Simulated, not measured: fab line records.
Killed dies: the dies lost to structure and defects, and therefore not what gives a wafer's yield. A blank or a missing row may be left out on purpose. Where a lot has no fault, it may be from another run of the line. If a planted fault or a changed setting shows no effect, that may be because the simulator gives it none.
fab line records | flow gf180mcu | part 1 of 2: steps 1 to 34 of 47
record lots=5 | wafers=15 | last_day=34
route steps=602 shown POLY_GATE@161 HV_LDD@176
lots untouched by any fault: they come from a run of this same line in which no faults occurred
start_h: start of the lot's first displayed wafer, in hours after the record's first day | wait_h: hours from the lot's prior step to this one | " as in the row above | L1.1+2: several wafers, shown together as one row | - no value present, or no start provided | * or withheld: withheld | < > ~ a bound
route shown NAME@n: names a module that has steps shown in the file, with the first one's number in the route | usual: average and standard deviation across the fault-free wafers | same: alike in all rows | chamber/n: place in a boat | sites: the reading at each site | _std_site: their standard deviation | _edge_site: the outer-site mean with the inner-site mean subtracted | radius_mm: how far each site lies from the wafer's centre | mask NAME#n: copy n | behind: the last tool/chamber to shape the wafer | hold: the reason the lot was held/the length of the hold in hours/how it ended | device: which transistor (n, p or np) failed to switch | end of line: tests of these same wafers at the route's end | where a step has no rows: the recipe by itself | killed: dies lost to structure and defects at the first sort, not the wafer's yield | map: a wafer's dies, x killed, . not, _ none there
set.NAME: the run value of the setting; set.NAME@STEP: its run value at that earlier step | model.NAME: the simulator's own value behind a step, which no gauge read
a table for each step, a row for each wafer; lots at some steps of the route
services: the hour from which a tool's chamber was out of use, counted from the record's first day as start_h (under 0 if before that day), plus the number of hours and why
## steps
# step GF_POLY_GATE_COAT_04
# recipe resist=BARC | temp_c=withheld | time_s=withheld | spin_rpm=withheld | resist_thk_nm=withheld
lot.wafer  | tool           | chamber | start_h | wait_h
L075.1+2+4 | litho_track-01 | 0       | 194.46  | 0.1
L076.3+4+5 | litho_track-01 | 0       | 198.85  | 0.1
L083.4+5+6 | litho_track-04 | 0       | 264.73  | 0.1
L087.1+4+6 | litho_track-01 | 0       | 285.95  | 0.1
L097.3+4+5 | litho_track-04 | 0       | 354.80  | 0.1
# step GF_POLY_GATE_COAT_05
# recipe resist=KrF | spin_rpm=withheld | resist_thk_nm=700
lot.wafer  | tool           | chamber | start_h | wait_h
L075.1+2+4 | litho_track-01 | 0       | -       | -
L076.3+4+5 | litho_track-01 | 0       | -       | -
L083.4+5+6 | litho_track-04 | 0       | -       | -
L087.1+4+6 | litho_track-01 | 0       | -       | -
L097.3+4+5 | litho_track-04 | 0       | -       | -
# step GF_POLY_GATE_SOFTBAKE_06
# recipe temp_c=130 | time_s=60 | resist=KrF
# same time_s=60
lot.wafer  | tool           | chamber | start_h | wait_h
L075.1+2+4 | litho_track-01 | 0       | -       | -
L076.3+4+5 | litho_track-01 | 0       | -       | -
L083.4+5+6 | litho_track-04 | 0       | -       | -
L087.1+4+6 | litho_track-01 | 0       | -       | -
L097.3+4+5 | litho_track-04 | 0       | -       | -
# step GF_POLY_GATE_EXPOSE_07
# recipe mask_id=Poly2 | target_cd_nm=280 | na=0.68 | source_shape=conventional | sigma_outer=0.6 | dose_mj=28
lot.wafer  | tool           | chamber | start_h | wait_h | mask
L075.1+2+4 | krf_scanner-01 | 0       | -       | -      | Poly2#0
L076.3+4+5 | krf_scanner-02 | 0       | -       | -      | Poly2#0
L083.4+5+6 | krf_scanner-02 | 0       | -       | -      | Poly2#0
L087.1+4+6 | krf_scanner-01 | 0       | -       | -      | Poly2#0
L097.3+4+5 | krf_scanner-02 | 0       | -       | -      | Poly2#0
# step GF_POLY_GATE_PEB_08
# recipe peb_temp_c=135 | peb_time_s=90 | resist=KrF
lot.wafer  | tool           | chamber | start_h | wait_h
L075.1+2+4 | litho_track-03 | 0       | -       | -
L076.3+4+5 | litho_track-01 | 0       | -       | -
L083.4+5+6 | litho_track-04 | 0       | -       | -
L087.1+4+6 | litho_track-01 | 0       | -       | -
L097.3+4+5 | litho_track-04 | 0       | -       | -
# step GF_POLY_GATE_DEVELOP_09
# recipe develop_time_s=60 | resist=KrF | dev_temp_c=21
lot.wafer  | tool           | chamber | start_h | wait_h
L075.1+2+4 | litho_track-03 | 0       | 203.34  | 0.2
L076.3+4+5 | litho_track-01 | 0       | 207.80  | 0.1
L083.4+5+6 | litho_track-04 | 0       | 274.38  | 0.1
L087.1+4+6 | litho_track-01 | 0       | 296.55  | 0.2
L097.3+4+5 | litho_track-04 | 0       | 366.50  | 0.1
# step GF_POLY_GATE_CD_MEAS_10
# recipe target_cd_nm=280
# usual cd_nm=280.2/1.2
lot.wafer | tool      | chamber | start_h | wait_h | cd_nm
L075.1    | cd_sem-01 | -       | 203.49  | 0.1    | 281.9
L075.2    | "         | -       | "       | "      | 283.1
L075.4    | "         | -       | "       | "      | 284.4
L076.3    | cd_sem-01 | -       | 207.94  | 0.1    | 279.5
L076.4    | "         | -       | "       | "      | 278.8
L076.5    | "         | -       | "       | "      | 278.6
L083.4    | cd_sem-01 | -       | 274.52  | 0.1    | 281.0
L083.5    | "         | -       | "       | "      | 280.9
L083.6    | "         | -       | "       | "      | 281.3
L087.1    | cd_sem-02 | -       | 296.70  | 0.1    | 279.5
L087.4    | "         | -       | "       | "      | 280.5
L087.6    | "         | -       | "       | "      | 279.7
L097.3    | cd_sem-01 | -       | 366.64  | 0.1    | 280.3
L097.4    | "         | -       | "       | "      | 281.4
L097.5    | "         | -       | "       | "      | 281.2
# step GF_POLY_GATE_OVL_MEAS_11
# usual POLY_GATE_OVL=0/5.6
lot.wafer | tool       | chamber | start_h | wait_h | POLY_GATE_OVL[nm]
L075.1    | overlay-01 | -       | 203.61  | 0.1    | -9
L075.2    | "          | -       | "       | "      | -9
L075.4    | "          | -       | "       | "      | -5
L076.3    | overlay-02 | -       | 208.04  | 0.1    | 0
L076.4    | "          | -       | "       | "      | -3
L076.5    | "          | -       | "       | "      | 7
L083.4    | overlay-01 | -       | 274.59  | 0.1    | -3
L083.5    | "          | -       | "       | "      | 9
L083.6    | "          | -       | "       | "      | -3
L087.1    | overlay-02 | -       | 296.82  | 0.1    | 3
L087.4    | "          | -       | "       | "      | 10
L087.6    | "          | -       | "       | "      | 11
L097.3    | overlay-02 | -       | 366.74  | 0.1    | -1
L097.4    | "          | -       | "       | "      | 8
L097.5    | "          | -       | "       | "      | 4
# step GF_POLY_GATE_ETCH_12
# recipe chemistry=N2/H2 | target_depth_a=withheld | overetch_a=withheld | time_s=withheld | target=BARC | ion_energy_ev=200 | source_w=500 | bias_w=100 | pressure_mtorr=30 | n2_flow_sccm=100 | h2_flow_sccm=200
# usual drypump_motor_current_A=5.6/0.44 | oes_product_au=0.735/0.0042 | throttle_valve_pct=13.214/0.0097
lot.wafer | tool        | chamber | start_h | wait_h | drypump_motor_current_A | oes_product_au | throttle_valve_pct
L075.1    | rie_diel-04 | 0       | 203.65  | 0.0    | 5.8                     | 0.733          | 13.218
L075.2    | "           | 3       | "       | "      | 5.9                     | 0.735          | 13.213
L075.4    | "           | 1       | "       | "      | 4.8                     | 0.734          | 13.219
L076.3    | rie_diel-01 | 2       | 208.06  | 0.0    | 5.6                     | 0.734          | 13.235
L076.4    | "           | 3       | "       | "      | 5.9                     | 0.730          | 13.211
L076.5    | "           | 2       | "       | "      | 5.6                     | 0.736          | 13.199
L083.4    | rie_diel-04 | 3       | 274.61  | 0.0    | 5.8                     | 0.733          | 13.214
L083.5    | "           | 2       | "       | "      | 5.1                     | 0.742          | 13.205
L083.6    | "           | 1       | "       | "      | 4.8                     | 0.740          | 13.216
L087.1    | rie_diel-01 | 2       | 296.86  | 0.0    | 5.6                     | 0.738          | 13.197
L087.4    | "           | 3       | "       | "      | 5.8                     | 0.733          | 13.207
L087.6    | "           | 3       | "       | "      | 5.9                     | 0.738          | 13.213
L097.3    | rie_diel-01 | 0       | 366.76  | 0.0    | 5.9                     | 0.730          | 13.221
L097.4    | "           | 1       | "       | "      | 5.7                     | 0.738          | 13.212
L097.5    | "           | 2       | "       | "      | 5.6                     | 0.734          | 13.237
# step GF_POLY_GATE_ETCH_13
# recipe target=poly-Si | target_depth_nm=198.5 | stop_on=SiO2 | over_etch_frac=0.403 | chemistry=HBr/Cl2 | icp_w=400 | bias_w=100 | pressure_mtorr=10 | HBr_flow_sccm=150 | Cl2_flow_sccm=50 | time_s=69.6
# usual drypump_motor_current_A=5.55/0.23 | oes_product_au=0.990/0.0068 | throttle_valve_pct=33.684/0.0086
# same time_s=69.6
lot.wafer | tool      | chamber | start_h | wait_h | drypump_motor_current_A | oes_product_au | rf_hours_counter_h | throttle_valve_pct
L075.1    | rie_si-01 | 0       | 203.70  | -      | 5.56                    | 0.993          | 41                 | 33.687
L075.2    | "         | 1       | "       | "      | 5.75                    | 0.987          | 21                 | 33.688
L075.4    | "         | 3       | "       | "      | 5.14                    | 1.001          | 80                 | 33.679
L076.3    | rie_si-01 | 0       | 208.11  | -      | 5.58                    | 0.994          | 41                 | 33.695
L076.4    | "         | 3       | "       | "      | 5.11                    | 1.000          | 80                 | 33.694
L076.5    | "         | 1       | "       | "      | 5.76                    | 0.980          | -                  | 33.687
L083.4    | rie_si-01 | 1       | 274.69  | -      | 5.74                    | 0.975          | -                  | 33.670
L083.5    | "         | 3       | "       | "      | 5.14                    | 0.984          | -                  | 33.699
L083.6    | "         | 2       | "       | "      | 5.57                    | 0.984          | -                  | 33.682
L087.1    | rie_si-02 | 2       | 296.91  | -      | 5.59                    | 1.005          | 85                 | 33.652
L087.4    | "         | 0       | "       | "      | 5.21                    | 0.995          | 3                  | 33.708
L087.6    | "         | 2       | "       | "      | 5.60                    | 1.005          | -                  | 33.663
L097.3    | rie_si-01 | 2       | 366.81  | -      | 5.58                    | 0.987          | 47                 | 33.689
L097.4    | "         | 3       | "       | "      | 5.11                    | 0.988          | 81                 | 33.680
L097.5    | "         | 3       | "       | "      | 5.13                    | 0.997          | -                  | 33.685
# step GF_POLY_GATE_STRIP_14
# recipe chemistry=O2/N2 | power_w=1400 | pressure_mtorr=1500 | platen_temp_c=250 | o2_flow_sccm=3000 | n2_flow_sccm=300 | overash_fraction=0.5
# usual drypump_motor_current_A=5.4/0.51 | heater_power_w=318/46 | oes_product_au=0.505/0.0044
lot.wafer | tool            | chamber | start_h | wait_h | drypump_motor_current_A | heater_power_w | oes_product_au | rf_hours_counter_h
L075.1    | plasma_asher-03 | 1       | 203.75  | 0.0    | 5.5                     | 337            | 0.501          | 58
L075.2    | "               | 0       | "       | "      | 5.7                     | 429            | 0.496          | 58
L075.4    | "               | 0       | "       | "      | 5.7                     | 438            | 0.509          | -
L076.3    | plasma_asher-03 | 1       | 208.20  | 0.1    | 5.5                     | 338            | 0.502          | -
L076.4    | "               | 0       | "       | "      | 5.7                     | 433            | 0.502          | -
L076.5    | "               | 1       | "       | "      | 5.5                     | 331            | 0.502          | -
L083.4    | plasma_asher-01 | 0       | 274.75  | 0.0    | 4.8                     | 330            | 0.499          | -
L083.5    | "               | 0       | "       | "      | 4.8                     | 327            | 0.497          | -
L083.6    | "               | 1       | "       | "      | 5.7                     | 262            | 0.501          | -
L087.1    | plasma_asher-04 | 0       | 296.97  | 0.0    | 6.1                     | 307            | 0.508          | 52
L087.4    | "               | 0       | "       | "      | 6.0                     | 312            | 0.501          | -
L087.6    | "               | 1       | "       | "      | 4.8                     | 298            | 0.501          | -
L097.3    | plasma_asher-04 | 0       | 366.90  | 0.1    | 6.1                     | 312            | 0.498          | -
L097.4    | "               | 1       | "       | "      | 4.8                     | 303            | 0.507          | -
L097.5    | "               | 1       | "       | "      | 4.8                     | 298            | 0.504          | -
# step GF_POLY_GATE_CLEAN_15
# recipe chemistry=SC1/SC2 | mix=1:4:20 | temp_c=70 | time_s=150 | dry=n2_spin
# same time_s=150
lot.wafer  | tool         | chamber | start_h | wait_h
L075.1+2+4 | wet_bench-02 | 1       | 203.85  | 0.1
L076.3+4+5 | wet_bench-03 | 2       | 208.27  | 0.0
L083.4+5+6 | wet_bench-03 | 0       | 274.82  | 0.0
L087.1+4+6 | wet_bench-02 | 3       | 297.07  | 0.1
L097.3+4+5 | wet_bench-02 | 0       | 366.97  | 0.0
# step GF_POLY_GATE_OXIDATION_16
# recipe temp_c=850 | ambient=O2 | stabilise_s=600 | purge_s=300 | target_thk_a=40 | ox_time_s=899
# usual spike_tc_bottom_C=865.4/2 | spike_tc_top_C=861.4/1.1 | zone_power_upper_pct=15.15/0.17
# same stabilise_s=600
lot.wafer | tool       | chamber | start_h | wait_h | spike_tc_bottom_C | spike_tc_top_C | zone_power_upper_pct
L075.1    | furnace-02 | 0       | 203.90  | 0.0    | 864.4             | 860.4          | 15.15
L075.2    | "          | 0       | "       | "      | 864.1             | 863.0          | 15.01
L075.4    | "          | 0       | "       | "      | 864.3             | 860.7          | 15.26
L076.3    | furnace-01 | 0       | 208.37  | 0.0    | 867.7             | 860.5          | 14.90
L076.4    | "          | 0       | "       | "      | 869.2             | 860.9          | 14.97
L076.5    | "          | 0       | "       | "      | 869.2             | 860.5          | 15.12
L083.4    | furnace-02 | 0       | 277.39  | 2.5    | 865.1             | 862.1          | 15.12
L083.5    | "          | 0       | "       | "      | 863.0             | 860.5          | 15.19
L083.6    | "          | 0       | "       | "      | 863.9             | 862.2          | 15.04
L087.1    | furnace-01 | 0       | 297.14  | 0.0    | 868.4             | 860.1          | 15.17
L087.4    | "          | 0       | "       | "      | 867.1             | 858.4          | 15.01
L087.6    | "          | 0       | "       | "      | 866.9             | 860.6          | 15.16
L097.3    | furnace-01 | 0       | 367.47  | 0.5    | 868.1             | 859.8          | 15.09
L097.4    | "          | 0       | "       | "      | 868.1             | 861.1          | 15.26
L097.5    | "          | 0       | "       | "      | 867.5             | 860.3          | 14.91
# step GF_POLY_GATE_THK_MEAS_17
# recipe reads=SiO2_of_POLY_GATE_OXIDATION_16
# usual POLY_GATE_OXIDATION_THK=3.99/0.08
lot.wafer | tool          | chamber | start_h | wait_h | POLY_GATE_OXIDATION_THK[nm]
L075.1    | film_metro-03 | -       | 205.15  | 0.0    | 4.18
L075.2    | "             | -       | "       | "      | 4.09
L075.4    | "             | -       | "       | "      | 4.10
L076.3    | film_metro-01 | -       | 209.64  | 0.0    | 3.97
L076.4    | "             | -       | "       | "      | 4.00
L076.5    | "             | -       | "       | "      | 3.99
L083.4    | film_metro-04 | -       | 278.67  | 0.0    | 3.98
L083.5    | "             | -       | "       | "      | 4.07
L083.6    | "             | -       | "       | "      | 3.93
L087.1    | film_metro-01 | -       | 298.38  | 0.0    | 4.04
L087.4    | "             | -       | "       | "      | 4.05
L087.6    | "             | -       | "       | "      | 4.05
L097.3    | film_metro-04 | -       | 368.74  | 0.0    | 3.95
L097.4    | "             | -       | "       | "      | 3.94
L097.5    | "             | -       | "       | "      | 4.03
# step GF_POLY_GATE_CD_MEAS_18
# usual cd_nm=280.5/1.8
lot.wafer | tool      | chamber | start_h | wait_h | cd_nm
L075.1    | cd_sem-02 | -       | 205.21  | 0.1    | 283.1
L075.2    | "         | -       | "       | "      | 284.2
L075.4    | "         | -       | "       | "      | 285.8
L076.3    | cd_sem-01 | -       | 209.73  | 0.1    | 281.1
L076.4    | "         | -       | "       | "      | 278.9
L076.5    | "         | -       | "       | "      | 278.8
L083.4    | cd_sem-01 | -       | 278.79  | 0.1    | 281.9
L083.5    | "         | -       | "       | "      | 279.5
L083.6    | "         | -       | "       | "      | 280.2
L087.1    | cd_sem-01 | -       | 298.44  | 0.1    | 279.8
L087.4    | "         | -       | "       | "      | 282.1
L087.6    | "         | -       | "       | "      | 279.3
L097.3    | cd_sem-01 | -       | 368.84  | 0.1    | 281.9
L097.4    | "         | -       | "       | "      | 279.9
L097.5    | "         | -       | "       | "      | 279.7
# step GF_HV_LDD_DEHYDRATE_00
# recipe temp_c=200 | time_s=60
# same time_s=60
lot.wafer  | tool           | chamber | start_h | wait_h
L075.1+2+4 | litho_track-02 | 0       | 213.91  | 8.7
L076.3+4+5 | litho_track-01 | 0       | 218.05  | 8.3
L083.4+5+6 | litho_track-02 | 0       | 288.39  | 9.6
L087.1+4+6 | litho_track-03 | 0       | 308.29  | 9.8
L097.3+4+5 | litho_track-02 | 0       | 378.66  | 9.8
# step GF_HV_LDD_HMDS_01
# recipe prime_time_s=60 | prime_temp_c=120
lot.wafer  | tool           | chamber | start_h | wait_h
L075.1+2+4 | litho_track-02 | 0       | 214.06  | 0.1
L076.3+4+5 | litho_track-01 | 0       | 218.20  | 0.1
L083.4+5+6 | litho_track-02 | 0       | 288.54  | 0.1
L087.1+4+6 | litho_track-03 | 0       | 308.44  | 0.1
L097.3+4+5 | litho_track-02 | 0       | 378.81  | 0.1
# step GF_HV_LDD_COAT_02
# recipe resist=NOVOLAK | spin_rpm=3000 | resist_thk_nm=1000
lot.wafer  | tool           | chamber | start_h | wait_h
L075.1+2+4 | litho_track-02 | 0       | 214.21  | 0.1
L076.3+4+5 | litho_track-01 | 0       | 218.35  | 0.1
L083.4+5+6 | litho_track-02 | 0       | 288.69  | 0.1
L087.1+4+6 | litho_track-03 | 0       | 308.59  | 0.1
L097.3+4+5 | litho_track-02 | 0       | 378.96  | 0.1
# step GF_HV_LDD_SOFTBAKE_03
# recipe temp_c=90 | time_s=60 | resist=NOVOLAK
# same time_s=60
lot.wafer  | tool           | chamber | start_h | wait_h
L075.1+2+4 | litho_track-02 | 0       | 214.36  | 0.1
L076.3+4+5 | litho_track-01 | 0       | 218.50  | 0.1
L083.4+5+6 | litho_track-02 | 0       | 288.84  | 0.1
L087.1+4+6 | litho_track-03 | 0       | 308.74  | 0.1
L097.3+4+5 | litho_track-02 | 0       | 379.11  | 0.1
# step GF_HV_LDD_EXPOSE_04
# recipe mask_id=Nplus_LV_AREA | target_cd_nm=400 | na=0.6 | source_shape=conventional | sigma_outer=0.6 | dose_mj=140
lot.wafer  | tool             | chamber | start_h | wait_h | mask
L075.1+2+4 | iline_stepper-01 | 0       | -       | -      | Nplus_LV_AREA#0
L076.3+4+5 | iline_stepper-01 | 0       | -       | -      | Nplus_LV_AREA#0
L083.4+5+6 | iline_stepper-02 | 0       | -       | -      | Nplus_LV_AREA#0
L087.1+4+6 | iline_stepper-02 | 0       | -       | -      | Nplus_LV_AREA#0
L097.3+4+5 | iline_stepper-02 | 0       | -       | -      | Nplus_LV_AREA#0
# step GF_HV_LDD_PEB_05
# recipe temp_c=withheld | time_s=* | resist=NOVOLAK
# same time_s=*
lot.wafer  | tool           | chamber | start_h | wait_h
L075.1+2+4 | litho_track-01 | 0       | -       | -
L076.3+4+5 | litho_track-01 | 0       | -       | -
L083.4+5+6 | litho_track-03 | 0       | -       | -
L087.1+4+6 | litho_track-01 | 0       | -       | -
L097.3+4+5 | litho_track-03 | 0       | -       | -
# step GF_HV_LDD_DEVELOP_06
# recipe develop_time_s=60 | dev_temp_c=23
lot.wafer  | tool           | chamber | start_h | wait_h
L075.1+2+4 | litho_track-01 | 0       | 222.75  | 0.1
L076.3+4+5 | litho_track-01 | 0       | 227.20  | 0.1
L083.4+5+6 | litho_track-03 | 0       | 298.52  | 0.1
L087.1+4+6 | litho_track-01 | 0       | 319.20  | 0.1
L097.3+4+5 | litho_track-03 | 0       | 391.09  | 0.1
# step GF_HV_LDD_CD_MEAS_07
# recipe target_cd_nm=400
# usual cd_nm=400.5/2.1
lot.wafer | tool      | chamber | start_h | wait_h | cd_nm
L075.1    | cd_sem-02 | -       | 222.90  | 0.1    | 402.4
L075.2    | "         | -       | "       | "      | 401.8
L075.4    | "         | -       | "       | "      | 403.6
L076.3    | cd_sem-02 | -       | 227.34  | 0.1    | 400.6
L076.4    | "         | -       | "       | "      | 401.2
L076.5    | "         | -       | "       | "      | 401.7
L083.4    | cd_sem-02 | -       | 298.65  | 0.1    | 401.4
L083.5    | "         | -       | "       | "      | 401.1
L083.6    | "         | -       | "       | "      | 402.6
L087.1    | cd_sem-02 | -       | 319.35  | 0.1    | 400.4
L087.4    | "         | -       | "       | "      | 399.0
L087.6    | "         | -       | "       | "      | 398.6
L097.3    | cd_sem-02 | -       | 391.23  | 0.1    | 400.1
L097.4    | "         | -       | "       | "      | 401.6
L097.5    | "         | -       | "       | "      | 399.5
# step GF_HV_LDD_OVL_MEAS_08
# usual HV_LDD_OVL=-0.8/1.6
lot.wafer | tool       | chamber | start_h | wait_h | HV_LDD_OVL[nm]
L075.1    | overlay-01 | -       | 223.02  | 0.1    | 1.4
L075.2    | "          | -       | "       | "      | 1.1
L075.4    | "          | -       | "       | "      | 1.4
L076.3    | overlay-01 | -       | 227.44  | 0.1    | -1.7
L076.4    | "          | -       | "       | "      | -1.2
L076.5    | "          | -       | "       | "      | -1.7
L083.4    | overlay-01 | -       | 298.73  | 0.1    | -1.9
L083.5    | "          | -       | "       | "      | -1.1
L083.6    | "          | -       | "       | "      | 0.4
L087.1    | overlay-01 | -       | 319.47  | 0.1    | -0.8
L087.4    | "          | -       | "       | "      | -0.7
L087.6    | "          | -       | "       | "      | 0.7
L097.3    | overlay-02 | -       | 391.32  | 0.1    | -0.6
L097.4    | "          | -       | "       | "      | -1.0
L097.5    | "          | -       | "       | "      | -0.6
# step GF_HV_LDD_IMPLANT_09
# recipe species=As | energy_kev=40 | dose_cm2=1e+14 | tilt_deg=7
lot.wafer  | tool         | chamber | start_h | wait_h
L075.1+2+4 | implanter-02 | 0       | 223.06  | 0.0
L076.3+4+5 | implanter-02 | 0       | 227.61  | 0.2
L083.4+5+6 | implanter-03 | 0       | 298.82  | 0.1
L087.1+4+6 | implanter-02 | 0       | 319.51  | 0.0
L097.3+4+5 | implanter-04 | 0       | 391.40  | 0.1
# step GF_HV_LDD_STRIP_10
# recipe chemistry=O2/N2 | power_w=1400 | pressure_mtorr=1500 | platen_temp_c=250 | o2_flow_sccm=3000 | n2_flow_sccm=300 | overash_fraction=0.5
# usual drypump_motor_current_A=5.6/0.38 | heater_power_w=324/55 | oes_product_au=0.715/0.0042 | strip_time_to_endpoint_s=12.65/0.035
lot.wafer | tool            | chamber | start_h | wait_h | drypump_motor_current_A | heater_power_w | oes_product_au | rf_hours_counter_h | strip_time_to_endpoint_s
L075.1    | plasma_asher-02 | 1       | 223.21  | 0.1    | 6.0                     | 285            | 0.719          | 54                 | 12.64
L075.2    | "               | 0       | "       | "      | 5.9                     | 297            | 0.710          | 54                 | 12.66
L075.4    | "               | 1       | "       | "      | 6.0                     | 295            | 0.721          | -                  | 12.63
L076.3    | plasma_asher-01 | 1       | 227.75  | 0.1    | 5.7                     | 265            | 0.715          | -                  | 12.61
L076.4    | "               | 0       | "       | "      | 4.8                     | 324            | 0.712          | -                  | 12.58
L076.5    | "               | 0       | "       | "      | 4.8                     | 327            | 0.712          | -                  | 12.60
L083.4    | plasma_asher-02 | 0       | 298.93  | 0.1    | 5.9                     | 298            | 0.715          | -                  | 12.66
L083.5    | "               | 1       | "       | "      | 6.0                     | 283            | 0.711          | -                  | 12.61
L083.6    | "               | 0       | "       | "      | 5.9                     | 293            | 0.725          | -                  | 12.62
L087.1    | plasma_asher-01 | 0       | 319.66  | 0.1    | 4.8                     | 330            | 0.716          | 18                 | 12.66
L087.4    | "               | 0       | "       | "      | 4.8                     | 329            | 0.711          | -                  | 12.63
L087.6    | "               | 0       | "       | "      | 4.8                     | 322            | 0.720          | -                  | 12.64
L097.3    | plasma_asher-01 | 1       | 391.53  | 0.1    | 5.7                     | 263            | 0.710          | -                  | 12.68
L097.4    | "               | 0       | "       | "      | 4.8                     | 324            | 0.713          | -                  | 12.61
L097.5    | "               | 1       | "       | "      | 5.7                     | 269            | 0.722          | -                  | 12.64
# step GF_HV_LDD_TW_MEAS_11
# usual HV_LDD_TW=2418/16
lot.wafer | tool          | chamber | start_h | wait_h | HV_LDD_TW
L075.1    | film_metro-02 | -       | 223.31  | 0.1    | 2407
L075.2    | "             | -       | "       | "      | 2416
L075.4    | "             | -       | "       | "      | 2429
L076.3    | film_metro-03 | -       | 227.83  | 0.1    | 2399
L076.4    | "             | -       | "       | "      | 2391
L076.5    | "             | -       | "       | "      | 2404
L083.4    | film_metro-04 | -       | 299.03  | 0.1    | 2418
L083.5    | "             | -       | "       | "      | 2438
L083.6    | "             | -       | "       | "      | 2424
L087.1    | film_metro-02 | -       | 319.76  | 0.1    | 2410
L087.4    | "             | -       | "       | "      | 2407
L087.6    | "             | -       | "       | "      | 2406
L097.3    | film_metro-02 | -       | 391.62  | 0.1    | 2412
L097.4    | "             | -       | "       | "      | 2415
L097.5    | "             | -       | "       | "      | 2397
# step GF_HV_LDD_DEHYDRATE_12
# recipe temp_c=200 | time_s=60
# same time_s=60
lot.wafer  | tool           | chamber | start_h | wait_h
L075.1+2+4 | litho_track-02 | 0       | 231.91  | 8.6
L076.3+4+5 | litho_track-02 | 0       | 236.41  | 8.6
L083.4+5+6 | litho_track-03 | 0       | 308.97  | 9.9
L087.1+4+6 | litho_track-01 | 0       | 328.95  | 9.2
L097.3+4+5 | litho_track-03 | 0       | 402.29  | 10.7
# step GF_HV_LDD_HMDS_13
# recipe prime_time_s=60 | prime_temp_c=120
lot.wafer  | tool           | chamber | start_h | wait_h
L075.1+2+4 | litho_track-02 | 0       | 232.06  | 0.1
L076.3+4+5 | litho_track-02 | 0       | 236.56  | 0.1
L083.4+5+6 | litho_track-03 | 0       | 309.12  | 0.1
L087.1+4+6 | litho_track-01 | 0       | 329.10  | 0.1
L097.3+4+5 | litho_track-03 | 0       | 402.44  | 0.1
# step GF_HV_LDD_COAT_14
# recipe resist=NOVOLAK | spin_rpm=3000 | resist_thk_nm=1000
lot.wafer  | tool           | chamber | start_h | wait_h
L075.1+2+4 | litho_track-02 | 0       | 232.21  | 0.1
L076.3+4+5 | litho_track-02 | 0       | 236.71  | 0.1
L083.4+5+6 | litho_track-03 | 0       | 309.27  | 0.1
L087.1+4+6 | litho_track-01 | 0       | 329.25  | 0.1
L097.3+4+5 | litho_track-03 | 0       | 402.59  | 0.1
# step GF_HV_LDD_SOFTBAKE_15
# recipe temp_c=90 | time_s=60 | resist=NOVOLAK
# same time_s=60
lot.wafer  | tool           | chamber | start_h | wait_h
L075.1+2+4 | litho_track-02 | 0       | 232.36  | 0.1
L076.3+4+5 | litho_track-02 | 0       | 236.86  | 0.1
L083.4+5+6 | litho_track-03 | 0       | 309.42  | 0.1
L087.1+4+6 | litho_track-01 | 0       | 329.40  | 0.1
L097.3+4+5 | litho_track-03 | 0       | 402.74  | 0.1
# step GF_HV_LDD_EXPOSE_16
# recipe mask_id=Pplus_LV_AREA | target_cd_nm=400 | na=0.6 | source_shape=conventional | sigma_outer=0.6 | dose_mj=140
lot.wafer  | tool             | chamber | start_h | wait_h | mask
L075.1+2+4 | iline_stepper-02 | 0       | -       | -      | Pplus_LV_AREA#0
L076.3+4+5 | iline_stepper-02 | 0       | -       | -      | Pplus_LV_AREA#0
L083.4+5+6 | iline_stepper-02 | 0       | -       | -      | Pplus_LV_AREA#0
L087.1+4+6 | iline_stepper-02 | 0       | -       | -      | Pplus_LV_AREA#0
L097.3+4+5 | iline_stepper-01 | 0       | -       | -      | Pplus_LV_AREA#0
# step GF_HV_LDD_PEB_17
# recipe temp_c=withheld | time_s=* | resist=NOVOLAK
# same time_s=*
lot.wafer  | tool           | chamber | start_h | wait_h
L075.1+2+4 | litho_track-01 | 0       | -       | -
L076.3+4+5 | litho_track-03 | 0       | -       | -
L083.4+5+6 | litho_track-02 | 0       | -       | -
L087.1+4+6 | litho_track-03 | 0       | -       | -
L097.3+4+5 | litho_track-01 | 0       | -       | -
# step GF_HV_LDD_DEVELOP_18
# recipe develop_time_s=60 | dev_temp_c=23
lot.wafer  | tool           | chamber | start_h | wait_h
L075.1+2+4 | litho_track-01 | 0       | 241.70  | 0.1
L076.3+4+5 | litho_track-03 | 0       | 246.14  | 0.1
L083.4+5+6 | litho_track-02 | 0       | 319.74  | 0.1
L087.1+4+6 | litho_track-03 | 0       | 340.39  | 0.1
L097.3+4+5 | litho_track-01 | 0       | 422.25  | 0.1
